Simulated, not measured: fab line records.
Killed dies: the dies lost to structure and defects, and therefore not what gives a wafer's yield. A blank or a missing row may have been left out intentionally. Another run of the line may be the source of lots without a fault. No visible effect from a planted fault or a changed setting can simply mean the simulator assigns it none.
fab line records	flow sfq_line
[record] lots = 6	wafers = 18	last_day = 93
route steps=325 shown L0V@17 M0@28 I0@43 M1@58 M8@325
lots that met no fault: taken from a fault-free run of the same line
start_h: hours from the record's opening day to when the first of the lot's shown wafers began	wait_h: hours elapsed since this lot's preceding step	" as in the row above	L1.1+2: one row covering several wafers at once	- no value, or no start given	* or withheld: withheld	< > ~ a bound
route shown NAME@n: a module of which the file shows steps, and the number in the route of the first	usual: mean/standard deviation taken from wafers without a fault	same: alike in all rows	chamber/n: place in a boat	sites: each site's reading	_std_site: the standard deviation of these	_edge_site: inner sites' mean taken away from outer sites' mean	radius_mm: how far each site lies from the wafer's centre	mask NAME#n: copy n	behind: the most recent tool/chamber to have shaped the wafer	hold: the reason the lot was held/the length of the hold in hours/how it ended	device: which transistor (n, p or np) failed to switch	end of line: the route-end tests of the same wafers	for a step that has no rows: nothing shown but its recipe	killed: the dies lost at the first sort to structure and to defects; this is not the yield of the wafer	map: shows each die of a wafer: x if killed, . if not, _ if none is there
set.NAME: the setting that was run; set.NAME@STEP: the one run at that earlier step	model.NAME: the simulator's own value behind a step, which no gauge read
lots at some steps of the route; a table a step, a row a wafer
services: when a tool's chamber went out of use (start_h, in hours from the record's first day, below 0 if earlier), for how many hours, and the reason
[[steps]]
[step SFQ_TRILAYER_L0_VIA_LITHO_COAT_018]
[recipe] resist = BARC	spin_rpm = 3000	resist_thk_nm = 62
[step SFQ_TRILAYER_L0_VIA_LITHO_COAT_013]
[recipe] resist = KrF	spin_rpm = 3000	resist_thk_nm = 650
[step SFQ_TRILAYER_L0_VIA_LITHO_SOFTBAKE_017]
[recipe] temp_c = withheld	time_s = withheld	resist = KrF
[step SFQ_TRILAYER_L0_VIA_LITHO_EXPOSE_014]
[recipe] mask_id = L0V	na = 0.6	source_shape = conventional	sigma_outer = 0.65	target_cd_nm = 700	dose_mj = 21.3
[step SFQ_TRILAYER_L0_VIA_LITHO_PEB_016]
[recipe] peb_temp_c = 115	peb_time_s = 60	resist = KrF
[step SFQ_TRILAYER_L0_VIA_LITHO_DEVELOP_015]
[recipe] time_s = 60	resist = KrF
[step SFQ_L0V_OVL_MEAS_903]
[usual] L0V_OVL = 0/5.8
lot.wafer	tool	chamber	start_h	wait_h	L0V_OVL[nm]
L574.1	overlay-01	-	213.86	0.1	-6
L574.5	"	-	"	"	-7
L574.6	"	-	"	"	-7
L577.1	overlay-01	-	239.06	0.1	8
L577.4	"	-	"	"	3
L577.6	"	-	"	"	9
L579.1	overlay-02	-	254.66	0.1	-6
L579.2	"	-	"	"	-2
L579.3	"	-	"	"	0
L581.1	overlay-02	-	273.86	0.1	4
L581.2	"	-	"	"	5
L581.3	"	-	"	"	3
L584.2	overlay-02	-	297.50	0.1	-13
L584.4	"	-	"	"	-4
L584.5	"	-	"	"	-2
L585.2	overlay-01	-	304.70	0.1	9
L585.5	"	-	"	"	2
L585.6	"	-	"	"	4
[step SFQ_TRILAYER_L0_VIA_BARC_OPEN_VIA_ETCH_021]
[recipe] mask_material = PR	chemistry = O2	target_depth_nm = 125	target = BARC	source_w = 500	bias_w = 80	pressure_mtorr = 30	time_s = 41.7
[usual] drypump_motor_current_A = 5.8/0.4	oes_product_au = 0.685/0.0046
lot.wafer	tool	chamber	start_h	wait_h	drypump_motor_current_A	oes_product_au	rf_hours_counter_h
L574.1	rie_diel-04	2	213.90	0.0	5.3	0.680	6
L574.5	"	2	"	"	5.3	0.696	-
L574.6	"	3	"	"	6.4	0.681	-
L577.1	rie_diel-04	2	239.10	0.0	5.3	0.691	7
L577.4	"	3	"	"	6.4	0.692	100
L577.6	"	1	"	"	5.7	0.682	-
L579.1	rie_diel-04	1	254.70	0.0	5.7	0.678	8
L579.2	"	2	"	"	5.3	0.689	8
L579.3	"	0	"	"	5.8	0.678	20
L581.1	rie_diel-02	2	273.90	0.0	5.6	0.686	44
L581.2	"	1	"	"	5.8	0.678	101
L581.3	"	0	"	"	6.2	0.690	97
L584.2	rie_diel-04	1	297.53	0.0	5.6	0.684	9
L584.4	"	0	"	"	5.8	0.687	20
L584.5	"	0	"	"	5.8	0.681	-
L585.2	rie_diel-04	0	304.73	0.0	5.8	0.687	20
L585.5	"	0	"	"	5.8	0.676	-
L585.6	"	2	"	"	5.4	0.686	-
[step SFQ_TRILAYER_L0_VIA_ETCH_VIA_ETCH_016]
[recipe] target = SiO2	stop_on = MoNx_KI	mask_material = PR	chemistry = CHF3	target_depth_nm = 80	source_w = 500	bias_w = 80	pressure_mtorr = 30	time_s = withheld
[step SFQ_TRILAYER_L0_VIA_STRIP_STRIP_017]
[recipe] gas = O2	power_w = 200	platen_temp_c = 40	overash_fraction = 0.65	chemistry = O2	pressure_mtorr = 50
[usual] drypump_motor_current_A = 6.0/0.31	oes_product_au = 0.998/0.0084
lot.wafer	tool	chamber	start_h	wait_h	drypump_motor_current_A	oes_product_au	rf_hours_counter_h
L574.1	rie_metal-01	0	213.98	-	5.7	0.997	12
L574.5	"	0	"	"	5.8	0.996	-
L574.6	"	1	"	"	5.9	0.996	-
L577.1	rie_metal-01	1	239.18	-	5.9	1.005	105
L577.4	"	0	"	"	5.7	1.001	-
L577.6	"	1	"	"	5.9	0.993	-
L579.1	rie_metal-01	0	254.78	-	5.8	0.996	18
L579.2	"	1	"	"	5.9	0.996	108
L579.3	"	1	"	"	5.9	1.003	-
L581.1	rie_metal-01	1	273.98	-	6.0	0.997	111
L581.2	"	0	"	"	5.8	0.995	21
L581.3	"	1	"	"	6.0	0.996	-
L584.2	rie_metal-04	1	297.62	-	6.3	1.006	91
L584.4	"	1	"	"	6.2	1.006	-
L584.5	"	1	"	"	6.2	0.994	-
L585.2	rie_metal-02	0	304.82	-	6.4	0.991	138
L585.5	"	0	"	"	6.4	0.996	-
L585.6	"	1	"	"	6.8	0.998	-
[step SFQ_TRILAYER_L0_VIA_STRIP_SOLV_CLEAN_018]
[recipe] chemistry = NMP	temp_c = 70	time_s = 600
[step SFQ_TRILAYER_M0_DEP_PRE_CLEAN_020]
[recipe] gas = Ar	time_s = 15	bias_v = 250
[step SFQ_TRILAYER_M0_DEP_SPUTTER_019]
[recipe] material = Nb	base_pressure_pa = 1.33e-06	chamber_pressure_pa = 0.1333	substrate_temp_c = 20	resputter_cathode_voltage_v = 400	target_thk_nm = 200	power_w = 2000	time_s = 133.3
[usual] substrate_temp_c = 20.00/0.1	throttle_valve_pct = 29.9/0.9
lot.wafer	tool	chamber	start_h	wait_h	substrate_temp_c	throttle_valve_pct	model.Nb_of_TRILAYER_M0_DEP_SPUTTER_019.thk_nm
L574.1	pvd_sputter-05	-	214.80	0.0	19.96	30.9	199.7
L574.5	"	-	"	"	19.92	29.2	199.3
L574.6	"	-	"	"	20.10	30.2	201
L577.1	pvd_sputter-04	-	239.98	0.0	20.03	31.6	198.2
L577.4	"	-	"	"	20.08	29.2	198.5
L577.6	"	-	"	"	19.97	29.3	197
L579.1	pvd_sputter-05	-	255.58	0.0	20.03	29.7	198.3
L579.2	"	-	"	"	19.95	30.8	199.7
L579.3	"	-	"	"	20.06	30.0	153
L581.1	pvd_sputter-05	-	274.80	0.0	20.04	31.1	200.8
L581.2	"	-	"	"	20.17	29.3	199.7
L581.3	"	-	"	"	20.23	29.8	155
L584.2	pvd_sputter-04	-	298.42	0.0	19.93	28.6	197.2
L584.4	"	-	"	"	19.89	29.5	197.5
L584.5	"	-	"	"	19.84	28.8	198.2
L585.2	pvd_sputter-04	-	305.62	0.0	19.85	31.4	200
L585.5	"	-	"	"	19.76	29.3	201.2
L585.6	"	-	"	"	19.94	31.4	200.1
[step SFQ_M0_RS_MEAS_904]
[recipe] thk_meas_gauge = four-point-probe	reads = Nb_of_TRILAYER_M0_DEP_SPUTTER_019
[usual] M0_NB_RS = 0.891/0.008
lot.wafer	tool	chamber	start_h	wait_h	M0_NB_RS[ohm/sq]
L574.1	film_metro-02	-	214.89	0.0	0.891
L574.5	"	-	"	"	0.893
L574.6	"	-	"	"	0.886
L577.1	film_metro-02	-	240.07	0.0	0.897
L577.4	"	-	"	"	0.899
L577.6	"	-	"	"	0.903
L579.1	film_metro-02	-	255.67	0.0	0.897
L579.2	"	-	"	"	0.890
L579.3	"	-	"	"	1.166
L581.1	film_metro-02	-	274.89	0.0	0.887
L581.2	"	-	"	"	0.891
L581.3	"	-	"	"	1.151
L584.2	film_metro-03	-	298.53	0.1	0.903
L584.4	"	-	"	"	0.901
L584.5	"	-	"	"	0.898
L585.2	film_metro-02	-	305.73	0.1	0.890
L585.5	"	-	"	"	0.882
L585.6	"	-	"	"	0.890
[step SFQ_TRILAYER_M0_LITHO_COAT_026]
[recipe] resist = BARC	spin_rpm = 3000	resist_thk_nm = 62
[step SFQ_TRILAYER_M0_LITHO_COAT_021]
[recipe] resist = KrF	spin_rpm = 3000	resist_thk_nm = 600
[step SFQ_TRILAYER_M0_LITHO_SOFTBAKE_025]
[recipe] temp_c = withheld	time_s = withheld	resist = KrF
[step SFQ_TRILAYER_M0_LITHO_EXPOSE_022]
[recipe] mask_id = M0	na = 0.6	source_shape = conventional	sigma_outer = 0.65	target_cd_nm = 500	dose_mj = 14.4
[step SFQ_TRILAYER_M0_LITHO_PEB_024]
[recipe] peb_temp_c = 115	peb_time_s = 60	resist = KrF
[step SFQ_TRILAYER_M0_LITHO_DEVELOP_023]
[recipe] time_s = 60	resist = KrF
[step SFQ_M0_OVL_MEAS_906]
[usual] M0_OVL = 2/6
lot.wafer	tool	chamber	start_h	wait_h	M0_OVL[nm]
L574.1	overlay-01	-	310.70	0.1	8
L574.5	"	-	"	"	7
L574.6	"	-	"	"	5
L577.1	overlay-02	-	350.74	0.1	11
L577.4	"	-	"	"	8
L577.6	"	-	"	"	7
L579.1	overlay-01	-	372.47	0.1	-5
L579.2	"	-	"	"	6
L579.3	"	-	"	"	1
L581.1	overlay-02	-	397.79	0.1	5
L581.2	"	-	"	"	11
L581.3	"	-	"	"	1
L584.2	overlay-01	-	441.77	0.1	1
L584.4	"	-	"	"	-3
L584.5	"	-	"	"	1
L585.2	overlay-02	-	450.17	0.1	-2
L585.5	"	-	"	"	-9
L585.6	"	-	"	"	2
[step SFQ_TRILAYER_M0_BARC_OPEN_METAL_ETCH_031]
[recipe] mask_material = PR	chemistry = O2	target_depth_nm = 125	target = BARC	icp_w = 600	bias_w = 80	pressure_mtorr = 10	time_s = 41.7
[step SFQ_TRILAYER_M0_ETCH_METAL_ETCH_024]
[recipe] target = Nb	stop_on = SiO2	mask_material = PR	chemistry = Cl2/Ar	target_depth_nm = 240	icp_w = 600	bias_w = 80	pressure_mtorr = 10	time_s = 120
[usual] drypump_motor_current_A = 6.2/0.45	oes_product_au = 0.893/0.0063
lot.wafer	tool	chamber	start_h	wait_h	drypump_motor_current_A	oes_product_au	rf_hours_counter_h
L574.1	rie_metal-02	1	310.79	0.0	6.8	0.896	28
L574.5	"	1	"	"	6.8	0.896	-
L574.6	"	0	"	"	6.4	0.889	-
L577.1	rie_metal-04	0	350.84	0.0	5.6	0.883	158
L577.4	"	1	"	"	6.3	0.896	-
L577.6	"	1	"	"	6.2	0.883	-
L579.1	rie_metal-04	0	372.56	0.0	5.7	0.888	160
L579.2	"	1	"	"	6.3	0.887	100
L579.3	"	1	"	"	6.3	0.773	-
L581.1	rie_metal-03	1	397.89	0.0	6.3	0.898	45
L581.2	"	0	"	"	5.4	0.891	93
L581.3	"	1	"	"	6.3	0.783	-
L584.2	rie_metal-04	0	441.86	0.0	5.7	0.883	169
L584.4	"	1	"	"	6.2	0.887	-
L584.5	"	0	"	"	5.7	0.892	-
L585.2	rie_metal-04	1	450.36	0.1	6.2	0.893	-
L585.5	"	1	"	"	6.2	0.896	-
L585.6	"	1	"	"	6.3	0.891	-
[step SFQ_TRILAYER_M0_STRIP_STRIP_025]
[recipe] gas = O2	power_w = 200	platen_temp_c = 40	overash_fraction = 0.65	chemistry = O2	pressure_mtorr = 50
[step SFQ_TRILAYER_M0_STRIP_SOLV_CLEAN_026]
[recipe] chemistry = NMP	temp_c = 70	time_s = 600
[step SFQ_TRILAYER_I0_DEP_PECVD_027]
[recipe] material = SiO2	temp_c = 150	time_s = 111.11	pressure_torr = 2.4	rf_w = 183.3	precursor = SiH4/N2O	target_thk_nm = 500
[step SFQ_TRILAYER_I0_CMP_CMP_028]
[recipe] material = SiO2	down_force_psi = 3	platen_rpm = 60	pad_velocity_m_s = 0.94248
[usual] motor_current_A = 10.5/1.2	time_to_endpoint_s = 216/6.7
lot.wafer	tool	chamber	start_h	wait_h	motor_current_A	time_to_endpoint_s
L574.1	cmp-02	2	312.77	1.0	10.1	218
L574.6	"	0	313.77	2.0	12.8	215
L574.5	"	1	"	"	9.8	221
L577.1	cmp-02	3	353.52	1.7	9.8	213
L577.4	"	1	354.52	2.7	9.5	218
L577.6	"	2	"	"	9.1	221
L579.2	cmp-01	3	373.54	0.0	8.7	205
L579.1	"	1	374.54	1.0	10.7	207
L579.3	"	2	"	"	11.4	208
L581.1	cmp-02	1	399.37	0.5	9.7	216
L581.3	"	2	"	"	9.2	214
L581.2	"	3	"	"	9.9	210
L584.4	cmp-01	1	443.01	0.0	10.6	224
L584.2	"	2	"	"	11.3	205
L584.5	"	2	445.51	2.5	11.4	209
L585.2	cmp-02	2	453.20	1.0	9.6	207
L585.6	"	0	454.20	2.0	13.0	218
L585.5	"	1	"	"	9.6	212
[step SFQ_I0_BOW_MEAS_907]
[recipe] mode = bow
[usual] I0_BOW = 1/7.2
lot.wafer	tool	chamber	start_h	wait_h	I0_BOW[um]
L574.1	film_metro-02	-	314.77	1.5	-1
L574.5	"	-	"	"	5
L574.6	"	-	"	"	12
L577.1	film_metro-04	-	356.02	2.0	8
L577.4	"	-	"	"	-1
L577.6	"	-	"	"	1
L579.1	film_metro-03	-	376.54	1.5	-4
L579.2	"	-	"	"	6
L579.3	"	-	"	"	5
L581.1	film_metro-04	-	401.87	2.0	5
L581.2	"	-	"	"	-8
L581.3	"	-	"	"	-4
L584.2	film_metro-03	-	446.03	2.0	2
L584.4	"	-	"	"	-4
L584.5	"	-	"	"	-8
L585.2	film_metro-04	-	455.22	1.5	-1
L585.5	"	-	"	"	15
L585.6	"	-	"	"	4
[step SFQ_TRILAYER_I0_METRO_MEASURE_029]
[step SFQ_TRILAYER_I0_VIA_LITHO_COAT_036]
[recipe] resist = BARC	spin_rpm = 3000	resist_thk_nm = 62
[step SFQ_TRILAYER_I0_VIA_LITHO_COAT_031]
[recipe] resist = KrF	spin_rpm = 3000	resist_thk_nm = 650
[step SFQ_TRILAYER_I0_VIA_LITHO_SOFTBAKE_035]
[recipe] temp_c = withheld	time_s = withheld	resist = KrF
[step SFQ_TRILAYER_I0_VIA_LITHO_EXPOSE_032]
[recipe] mask_id = I0	na = 0.6	source_shape = conventional	sigma_outer = 0.65	target_cd_nm = 500	dose_mj = 21.3
[step SFQ_TRILAYER_I0_VIA_LITHO_PEB_034]
[recipe] peb_temp_c = 115	peb_time_s = 60	resist = KrF
[step SFQ_TRILAYER_I0_VIA_LITHO_DEVELOP_033]
[recipe] time_s = 60	resist = KrF
[step SFQ_I0_OVL_MEAS_908]
[usual] I0_OVL = 3/5
lot.wafer	tool	chamber	start_h	wait_h	I0_OVL[nm]
L574.1	overlay-01	-	460.42	0.1	-3
L574.5	"	-	"	"	3
L574.6	"	-	"	"	3
L577.1	overlay-01	-	507.79	0.1	4
L577.4	"	-	"	"	2
L577.6	"	-	"	"	5
L579.1	overlay-01	-	535.49	0.1	5
L579.2	"	-	"	"	1
L579.3	"	-	"	"	2
L581.1	overlay-02	-	567.89	0.1	-1
L581.2	"	-	"	"	2
L581.3	"	-	"	"	-1
L584.2	overlay-02	-	603.49	0.1	11
L584.4	"	-	"	"	6
L584.5	"	-	"	"	3
L585.2	overlay-02	-	619.41	0.1	9
L585.5	"	-	"	"	8
L585.6	"	-	"	"	11
[step SFQ_TRILAYER_I0_VIA_BARC_OPEN_VIA_ETCH_046]
[recipe] mask_material = PR	chemistry = O2	target_depth_nm = 125	target = BARC	source_w = 500	bias_w = 80	pressure_mtorr = 30	time_s = 41.7
[step SFQ_TRILAYER_I0_VIA_ETCH_VIA_ETCH_034]
[recipe] target = SiO2	stop_on = Nb	mask_material = PR	taper_deg = 20	chemistry = CHF3	target_depth_nm = 260	source_w = 500	bias_w = 80	pressure_mtorr = 30	time_s = withheld
[usual] drypump_motor_current_A = 5.9/0.51	oes_product_au = 0.855/0.0045
lot.wafer	tool	chamber	start_h	wait_h	drypump_motor_current_A	oes_product_au
L574.1	rie_diel-01	1	460.50	0.0	6.2	0.848
L574.5	"	3	"	"	6.6	0.856
L574.6	"	2	"	"	5.1	0.855
L577.1	rie_diel-03	3	507.87	0.0	4.9	0.853
L577.4	"	1	"	"	5.7	0.859
L577.6	"	3	"	"	4.9	0.855
L579.1	rie_diel-01	0	535.57	0.0	5.8	0.849
L579.2	"	2	"	"	5.1	0.854
L579.3	"	3	"	"	6.6	0.855
L581.1	rie_diel-01	2	567.96	0.0	5.1	0.865
L581.2	"	0	"	"	5.8	0.858
L581.3	"	1	"	"	6.2	0.859
L584.2	rie_diel-01	0	603.56	0.0	5.8	0.854
L584.4	"	2	"	"	5.1	0.856
L584.5	"	2	"	"	5.1	0.848
L585.2	rie_diel-01	3	619.48	0.0	6.6	0.857
L585.5	"	2	"	"	5.1	0.855
L585.6	"	1	"	"	6.2	0.846
[step SFQ_TRILAYER_I0_VIA_STRIP_STRIP_035]
[recipe] gas = O2	power_w = 200	platen_temp_c = 40	overash_fraction = 0.65	chemistry = O2	pressure_mtorr = 50
[usual] drypump_motor_current_A = 6.2/0.44	oes_product_au = 1.000/0.0076
lot.wafer	tool	chamber	start_h	wait_h	drypump_motor_current_A	oes_product_au	rf_hours_counter_h
L574.1	rie_metal-01	0	460.61	-	5.8	0.996	43
L574.5	"	1	"	"	5.9	0.995	-
L574.6	"	0	"	"	5.7	0.993	-
L577.1	rie_metal-01	0	507.98	-	5.7	0.999	50
L577.4	"	0	"	"	5.7	1.002	-
L577.6	"	1	"	"	5.9	1.004	-
L579.1	rie_metal-02	1	535.68	-	6.8	1.001	56
L579.2	"	0	"	"	6.4	0.994	5
L579.3	"	0	"	"	6.4	1.010	-
L581.1	rie_metal-01	1	568.08	-	5.9	0.999	1
L581.2	"	0	"	"	5.7	0.990	59
L581.3	"	0	"	"	5.7	0.993	-
L584.2	rie_metal-03	0	603.67	-	5.4	0.988	120
L584.4	"	1	"	"	6.3	0.996	-
L584.5	"	0	"	"	5.4	0.990	-
L585.2	rie_metal-02	1	619.60	-	6.8	1.002	66
L585.5	"	0	"	"	6.4	0.999	-
L585.6	"	1	"	"	6.8	1.020	-
[step SFQ_TRILAYER_I0_VIA_STRIP_SOLV_CLEAN_036]
[recipe] chemistry = NMP	temp_c = 70	time_s = 600
[step SFQ_TRILAYER_M1_DEP_PRE_CLEAN_038]
[recipe] gas = Ar	time_s = 22.5	bias_v = 250
[step SFQ_M8_BOW_MEAS_951]
[recipe] mode = bow
[usual] M8_BOW = 8/12
lot.wafer	tool	chamber	start_h	wait_h	M8_BOW[um]	model.etest.m0.ohm_um	model.etest.i0.link_ohm	model.etest.m0.ohm_sq
L574.1	film_metro-03	-	2150.99	0.0	-2	1.772	1.962	0.8907
L574.5	"	-	"	"	4	1.776	1.967	0.8929
L574.6	"	-	"	"	12	1.765	1.952	0.8853
L577.1	film_metro-02	-	2165.41	0.0	-3	1.798	1.961	0.8976
L577.4	"	-	"	"	-11	1.798	1.968	0.8965
L577.6	"	-	"	"	-10	1.807	1.977	0.9032
L579.1	film_metro-04	-	2172.77	0.0	-2	1.8	1.967	0.8971
L579.2	"	-	"	"	7	1.783	1.954	0.891
L579.3	"	-	"	"	5	2.334	2.231	1.163
L581.1	film_metro-03	-	2208.72	0.0	29	1.769	1.97	0.8859
L581.2	"	-	"	"	15	1.772	1.966	0.891
L581.3	"	-	"	"	20	2.294	2.218	1.148
L584.2	film_metro-02	-	2220.23	0.0	-8	1.81	1.976	0.9024
L584.4	"	-	"	"	-14	1.808	1.987	0.9009
L584.5	"	-	"	"	-17	1.802	1.975	0.8978
L585.2	film_metro-02	-	2223.81	0.0	16	1.783	1.987	0.8897
L585.5	"	-	"	"	31	1.764	1.969	0.8843
L585.6	"	-	"	"	21	1.784	1.972	0.8892
[[services]]
tool	chamber	start_h	hours	kind
rie_diel-04	-	201.55	4.3	pm
rie_diel-04	0	236.49	2.2	repair
rie_diel-04	3	239.77	9.3	repair
rie_diel-04	-	259.37	1.1	repair
rie_diel-04	0	292.23	2.4	repair
rie_diel-04	1	304.55	6.9	repair
rie_diel-04	3	306.82	3.1	repair
rie_metal-01	1	308.43	3.1	repair
rie_diel-01	1	343.07	6.9	repair
rie_diel-04	0	359.06	4.8	repair
rie_metal-04	-	388.99	1.4	pm
rie_diel-04	1	402.10	2.8	repair
rie_diel-04	2	405.75	17.4	repair
rie_diel-04	-	419.59	2.7	repair
rie_diel-04	2	427.87	19.5	repair
rie_diel-01	1	429.14	2.3	repair
rie_diel-04	1	440.79	9.8	repair
rie_diel-01	1	495.14	6.4	repair
rie_diel-04	2	496.42	15.1	repair
rie_metal-01	-	501.83	1.4	pm
rie_metal-04	1	504.60	2.9	repair
rie_diel-04	3	508.50	70.9	repair
rie_diel-04	2	515.27	21.2	repair
rie_diel-01	-	530.24	2.0	repair
[[key]]
[first_sign] step = SFQ_M0_RS_MEAS_904	reading = M0_NB_RS	direction = up	sigmas = 33	usual = 0.891	struck = 1.159
[effect] step = SFQ_TRILAYER_M0_ETCH_METAL_ETCH_024	reading = oes_product_au	direction = down	sigmas = 18	usual = 0.893	struck = 0.778
[model_effect] step = SFQ_TRILAYER_M0_DEP_SPUTTER_019	value = Nb_of_TRILAYER_M0_DEP_SPUTTER_019.thk_nm	without = 201.2	struck = 154
[model_effect] step = SFQ_M8_BOW_MEAS_951	value = etest.m0.ohm_um	without = 1.771	struck = 2.314
met_at SFQ_TRILAYER_M0_DEP_SPUTTER_019
struck_wafers L579.3,L581.3
[fault] kind = process_parameter_drift	tool = pvd_sputter-05	chamber = -	onset_h = 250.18	steps = SFQ_TRILAYER_M0_DEP_SPUTTER_019	channel = target_thk_nm	offset = -47.22	shape = step	end_h = 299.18	acts_in = these_recipes_only	stated = 200	scope = struck_wafers_only
